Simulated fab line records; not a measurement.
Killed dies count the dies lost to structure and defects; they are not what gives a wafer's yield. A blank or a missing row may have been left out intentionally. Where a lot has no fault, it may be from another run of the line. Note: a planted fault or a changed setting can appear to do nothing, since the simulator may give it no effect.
fab line records	flow gf180mcu
[record] lots = 12	wafers = 36	lastDay = 34
route steps=602 shown HV_LDD@214 CONTACT@309 V1@351
lots with no fault: from the same line, run without faults
startH: the number of hours between the record's first day and the start of the first shown wafer of the lot	waitH: hours from the lot's prior step to this one	" identical to the entry in the row above	L1.1+2: several wafers, shown together as one row	- value missing, or start not given	* or withheld: withheld	< > ~ a bound
route shown NAME@n: NAME is a module with steps in the file, n the number in the route of the first one	usual: average and standard deviation across the fault-free wafers	same: alike in all rows	chamber/n: place in a boat	sites: the reading at each site	_std_site: the values' standard deviation	_edge_site: outer sites' mean less inner sites'	radiusMm: how far each site lies from the wafer's centre	mask NAME#n: copy n	behind: the last tool/chamber to shape the wafer	hold: why the lot went on hold/how many hours it stayed there/how the hold came to an end	device: the n, p or np transistor that did not switch	end of line: at the end of the route, the tests of the same wafers	step lacking rows: just its recipe	killed: the dies lost at the first sort to structure and to defects; this is not the yield of the wafer	map: a wafer's dies, marking killed ones x, the rest . and places with no die _
set.NAME: the setting that was run; set.NAME@STEP: the one run at that earlier step	model.NAME: the simulator's own value behind a step, which no gauge read
a sample of lots followed through the steps of the route, with each step as a table and each wafer as a row
services: from which hour (startH, from the record's first day; less than 0 if before it) a tool's chamber was out of use, for how many hours, and why
[[steps]]
[step GF_HV_LDD_TW_MEAS_38]
[usual] HV_LDD_3_TW = 1442/29
lot.wafer	tool	chamber	startH	waitH	HV_LDD_3_TW
L741.3	filmMetro-03	-	255.56	0.1	1397
L741.4	"	-	"	"	1401
L741.5	"	-	"	"	1400
L742.3	filmMetro-04	-	262.77	0.1	1458
L742.4	"	-	"	"	1459
L742.6	"	-	"	"	1463
L743.2	filmMetro-04	-	265.89	0.1	1455
L743.4	"	-	"	"	1458
L743.5	"	-	"	"	1447
L744.3	filmMetro-03	-	283.87	0.1	1408
L744.5	"	-	"	"	1408
L744.6	"	-	"	"	1405
L745.1	filmMetro-03	-	290.73	0.1	1414
L745.2	"	-	"	"	1400
L745.6	"	-	"	"	1405
L747.1	filmMetro-03	-	296.40	0.1	1410
L747.4	"	-	"	"	1406
L747.5	"	-	"	"	1407
L749.1	filmMetro-04	-	318.73	0.1	1444
L749.2	"	-	"	"	1452
L749.6	"	-	"	"	1447
L752.1	filmMetro-02	-	342.44	0.1	1474
L752.2	"	-	"	"	1467
L752.5	"	-	"	"	1478
L754.1	filmMetro-03	-	351.83	0.1	1415
L754.3	"	-	"	"	1414
L754.4	"	-	"	"	1420
L753.1	filmMetro-04	-	364.26	0.1	1467
L753.2	"	-	"	"	1463
L753.3	"	-	"	"	1459
L763.2	filmMetro-03	-	421.25	0.1	1425
L763.3	"	-	"	"	1423
L763.5	"	-	"	"	1424
L764.2	filmMetro-02	-	434.94	0.1	1471
L764.4	"	-	"	"	1477
L764.6	"	-	"	"	1480
[step GF_HV_LDD_RS_MEAS_53]
[recipe] thkMeasGauge = four-point-probe
[usual] HV_LDD_RS = 418.7/1.2
lot.wafer	tool	chamber	startH	waitH	HV_LDD_RS[ohm/sq]
L741.3	filmMetro-03	-	275.16	0.1	418.4
L741.4	"	-	"	"	418.1
L741.5	"	-	"	"	416.6
L742.3	filmMetro-02	-	282.31	0.1	418.6
L742.4	"	-	"	"	418.4
L742.6	"	-	"	"	418.2
L743.2	filmMetro-03	-	285.79	0.1	420.0
L743.4	"	-	"	"	420.0
L743.5	"	-	"	"	420.6
L744.3	filmMetro-04	-	303.50	0.1	419.6
L744.5	"	-	"	"	418.4
L744.6	"	-	"	"	418.0
L745.1	filmMetro-03	-	311.01	0.1	419.6
L745.2	"	-	"	"	419.6
L745.6	"	-	"	"	419.6
L747.1	filmMetro-04	-	316.92	0.1	421.3
L747.4	"	-	"	"	419.8
L747.5	"	-	"	"	420.9
L749.1	filmMetro-02	-	339.87	0.1	416.4
L749.2	"	-	"	"	417.8
L749.6	"	-	"	"	417.9
L752.1	filmMetro-03	-	364.37	0.1	418.6
L752.2	"	-	"	"	418.4
L752.5	"	-	"	"	417.6
L754.1	filmMetro-04	-	373.96	0.1	417.5
L754.3	"	-	"	"	417.9
L754.4	"	-	"	"	417.3
L753.1	filmMetro-02	-	387.07	0.1	418.5
L753.2	"	-	"	"	419.7
L753.3	"	-	"	"	419.0
L763.2	filmMetro-02	-	446.24	0.1	418.0
L763.3	"	-	"	"	417.7
L763.5	"	-	"	"	418.5
L764.2	filmMetro-03	-	459.53	0.1	420.2
L764.4	"	-	"	"	419.8
L764.6	"	-	"	"	418.9
[step GF_CONTACT_SPUTTER_22]
[recipe] material = Ti	targetThkNm = 15	chamberPressurePa = 5	powerW = 2500	substrateTempC = 200	timeS = 80.02
[usual] chamberPressurePa = 5.000/0.0098	throttleValvePct = 29.5/1
lot.wafer	tool	chamber	startH	waitH	chamberPressurePa	throttleValvePct
L741.3	pvdSputter-02	-	363.75	0.0	4.991	28.2
L741.4	"	-	"	"	5.010	29.7
L741.5	"	-	"	"	5.010	28.3
L742.3	pvdSputter-03	-	372.96	0.0	5.021	30.2
L742.4	"	-	"	"	4.985	30.2
L742.6	"	-	"	"	4.978	30.0
L743.2	pvdSputter-02	-	375.85	0.0	4.981	29.8
L743.4	"	-	"	"	5.007	28.2
L743.5	"	-	"	"	4.995	29.5
L744.3	pvdSputter-02	-	396.22	0.0	5.021	29.7
L744.5	"	-	"	"	4.997	29.6
L744.6	"	-	"	"	4.990	28.4
L745.1	pvdSputter-02	-	404.46	0.0	4.999	29.7
L745.2	"	-	"	"	4.996	29.4
L745.6	"	-	"	"	5.012	28.3
L747.1	pvdSputter-04	-	412.27	0.0	4.988	30.2
L747.4	"	-	"	"	4.995	28.7
L747.5	"	-	"	"	4.993	29.9
L749.1	pvdSputter-04	-	437.46	0.0	4.998	29.7
L749.2	"	-	"	"	4.985	32.8
L749.6	"	-	"	"	5.002	28.5
L752.1	pvdSputter-02	-	466.81	0.0	5.027	29.7
L752.2	"	-	"	"	4.997	28.4
L752.5	"	-	"	"	5.011	29.8
L754.1	pvdSputter-02	-	474.15	0.0	5.021	28.5
L754.3	"	-	"	"	5.001	28.0
L754.4	"	-	"	"	5.007	29.5
L753.1	pvdSputter-04	-	489.65	0.0	4.990	28.6
L753.2	"	-	"	"	4.999	30.0
L753.3	"	-	"	"	5.010	32.5
L763.2	pvdSputter-04	-	545.39	0.0	4.990	28.5
L763.3	"	-	"	"	5.008	32.4
L763.5	"	-	"	"	4.999	29.9
L764.2	pvdSputter-03	-	557.47	0.0	4.998	30.2
L764.4	"	-	"	"	5.003	30.5
L764.6	"	-	"	"	4.993	29.9
[step GF_CONTACT_RS_MEAS_25]
[recipe] thkMeasGauge = four-point-probe	reads = W_of_CONTACT_CVD_24+TiN_of_CONTACT_SPUTTER_23+Ti_of_CONTACT_SPUTTER_22
[usual] CONTACT_W_RS = 0.385/0.0041
lot.wafer	tool	chamber	startH	waitH	hold	CONTACT_W_RS[ohm/sq]
L741.3	filmMetro-02	-	363.99	0.1	-	0.386
L741.4	"	-	"	"	-	0.380
L741.5	"	-	"	"	-	0.381
L742.3	filmMetro-02	-	373.20	0.1	-	0.386
L742.4	"	-	"	"	-	0.381
L742.6	"	-	"	"	-	0.379
L743.2	filmMetro-03	-	376.07	0.1	-	0.384
L743.4	"	-	"	"	-	0.384
L743.5	"	-	"	"	-	0.383
L744.3	filmMetro-04	-	396.46	0.1	-	0.382
L744.5	"	-	"	"	-	0.383
L744.6	"	-	"	"	-	0.380
L745.1	filmMetro-04	-	404.66	0.1	-	0.381
L745.2	"	-	"	"	-	0.387
L745.6	"	-	"	"	-	0.378
L747.1	filmMetro-02	-	412.47	0.1	-	0.389
L747.4	"	-	"	"	-	0.388
L747.5	"	-	"	"	-	0.385
L749.1	filmMetro-02	-	437.66	0.1	-	0.391
L749.2	"	-	"	"	-	0.392
L749.6	"	-	"	"	-	0.383
L752.1	filmMetro-03	-	467.01	0.1	-	0.382
L752.2	"	-	"	"	-	0.386
L752.5	"	-	"	"	-	0.384
L754.1	filmMetro-02	-	474.35	0.1	-	0.384
L754.3	"	-	"	"	-	0.383
L754.4	"	-	"	"	-	0.384
L753.1	filmMetro-02	-	489.85	0.1	-	0.382
L753.2	"	-	"	"	-	0.381
L753.3	"	-	"	"	-	0.389
L763.2	filmMetro-03	-	545.61	0.1	awaitDispo/0.2h/release	0.378
L763.3	"	-	"	"	awaitDispo/0.2h/release	0.373
L763.5	"	-	"	"	awaitDispo/0.2h/release	0.381
L763.2	filmMetro-03	-	545.90	0.3	-	0.379
L763.3	"	-	"	"	-	0.373
L763.5	"	-	"	"	-	0.380
L764.2	filmMetro-03	-	557.69	0.1	-	0.383
L764.4	"	-	"	"	-	0.392
L764.6	"	-	"	"	-	0.392
[step GF_V1_ETCH_16]
[recipe] chemistry = N2/H2	targetDepthA = withheld	overetchA = withheld	timeS = withheld	target = BARC	ionEnergyEv = 200	sourceW = 500	biasW = 100	pressureMtorr = 30	n2FlowSccm = 100	h2FlowSccm = 200
[usual] drypumpMotorCurrentA = 5.7/0.38	h2FlowSccm = 200.0/0.59	n2FlowSccm = 99.97/0.27	oesProductAu = 0.855/0.0044	throttleValvePct = 13.225/0.0093
lot.wafer	tool	chamber	startH	waitH	drypumpMotorCurrentA	h2FlowSccm	n2FlowSccm	oesProductAu	throttleValvePct
L741.3	rieDiel-02	2	412.11	0.0	5.8	200.4	100.27	0.859	13.238
L741.4	"	0	"	"	5.7	200.2	99.82	0.856	13.224
L741.5	"	0	"	"	5.7	199.0	99.89	0.852	13.218
L742.3	rieDiel-02	0	421.46	0.0	5.7	199.4	100.28	0.854	13.204
L742.4	"	1	"	"	6.0	199.9	99.84	0.851	13.220
L742.6	"	2	"	"	5.8	200.5	99.54	0.854	13.222
L743.2	rieDiel-04	0	424.29	0.0	5.5	200.7	100.27	0.862	13.222
L743.4	"	1	"	"	5.8	200.0	99.89	0.858	13.208
L743.5	"	1	"	"	5.9	200.3	99.96	0.855	13.228
L744.3	rieDiel-02	1	446.36	0.0	6.0	199.1	99.76	0.853	13.204
L744.5	"	3	"	"	5.7	200.0	99.47	0.859	13.210
L744.6	"	0	"	"	5.6	200.3	100.17	0.857	13.233
L745.1	rieDiel-02	2	455.56	0.0	5.7	199.9	100.31	0.858	13.245
L745.2	"	3	"	"	5.7	200.4	99.80	0.855	13.220
L745.6	"	2	"	"	5.8	200.0	99.82	0.863	13.225
L747.1	rieDiel-03	0	463.89	0.0	5.6	200.2	99.81	0.856	13.225
L747.4	"	3	"	"	6.2	199.7	99.87	0.859	13.221
L747.5	"	0	"	"	5.6	199.9	99.57	0.857	13.234
L749.1	rieDiel-02	1	488.74	0.0	6.0	200.2	99.50	0.860	13.220
L749.2	"	2	"	"	5.8	200.3	100.25	0.848	13.221
L749.6	"	3	"	"	5.7	200.0	100.10	0.859	13.223
L752.1	rieDiel-02	3	516.96	0.0	5.7	199.5	99.61	0.854	13.221
L752.2	"	1	"	"	6.0	199.8	100.34	0.854	13.225
L752.5	"	3	"	"	5.7	199.2	100.22	0.865	13.231
L754.1	rieDiel-02	1	524.59	0.0	6.0	200.2	100.27	0.856	13.245
L754.3	"	3	"	"	5.7	200.1	100.16	0.856	13.236
L754.4	"	2	"	"	5.7	199.6	99.68	0.851	13.232
L753.1	rieDiel-03	0	538.64	0.0	5.6	200.1	100.46	0.857	13.204
L753.2	"	2	"	"	5.6	200.8	100.28	0.861	13.228
L753.3	"	1	"	"	4.6	200.6	99.87	0.854	13.232
L763.2	rieDiel-04	3	591.44	0.0	5.1	200.6	99.87	0.851	13.219
L763.3	"	1	"	"	5.9	200.0	99.90	0.859	13.226
L763.5	"	3	"	"	5.1	201.0	99.96	0.855	13.210
L764.2	rieDiel-02	3	602.74	0.0	5.7	200.3	100.62	0.858	13.224
L764.4	"	0	"	"	5.6	199.2	99.84	0.849	13.217
L764.6	"	2	"	"	5.7	199.2	99.66	0.856	13.221
[[services]]
tool	chamber	startH	hours	kind
rieDiel-03	1	340.43	7.1	repair
rieDiel-03	2	377.44	9.5	repair
rieDiel-03	-	398.22	28.1	pm
rieDiel-04	-	415.08	0.1	repair
rieDiel-04	0	416.36	3.0	repair
rieDiel-04	1	431.27	4.9	repair
pvdSputter-02	-	451.25	1.8	repair
pvdSputter-03	-	464.14	6.3	repair
rieDiel-02	1	469.02	5.7	repair
pvdSputter-04	-	486.73	2.2	repair
rieDiel-02	2	540.04	-	clean
rieDiel-02	2	540.04	20.5	scheduledDown
rieDiel-02	2	540.04	20.5	ventCycle
rieDiel-04	0	549.43	47.2	repair
rieDiel-02	-	556.24	0.5	repair
rieDiel-02	3	560.55	-	clean
rieDiel-02	3	560.55	21.1	scheduledDown
rieDiel-02	3	560.55	21.1	ventCycle
pvdSputter-02	-	562.65	1.2	repair
pvdSputter-02	-	567.83	1.2	repair
rieDiel-04	2	574.60	6.7	repair
pvdSputter-03	-	577.48	3.9	repair
rieDiel-04	3	577.78	6.5	repair
rieDiel-02	1	587.54	-	clean
[[key]]
[firstSign] step = GF_CONTACT_RS_MEAS_25	reading = visit	direction = added
effect none on later readings
metAt GF_CONTACT_SPUTTER_22
struckLots L763
struckWafers L763.3,L763.5
testerLeftOut L763
notActingAt GF_HV_LDD_TW_MEAS_38,GF_HV_LDD_RS_MEAS_53,GF_V1_ETCH_16
onsetBetween 489.65 545.39
[fault] kind = processParameterDrift	tool = pvdSputter-04	chamber = -	onsetH = 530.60	steps = GF_CONTACT_SPUTTER_22	channel = targetThkNm	offset = 9.6071	shape = step	endH = 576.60	scope = struckWafersOnly	actsIn = theseRecipesOnly	stated = 15
// testerLeftOut: of these lots the tester's yield and bins aren't shown, on N5 and GAA mostly nor the transistor test; their killed dies are dies lost to structure and defects alone, not to doping, threshold or leakage, so they don't give the yield
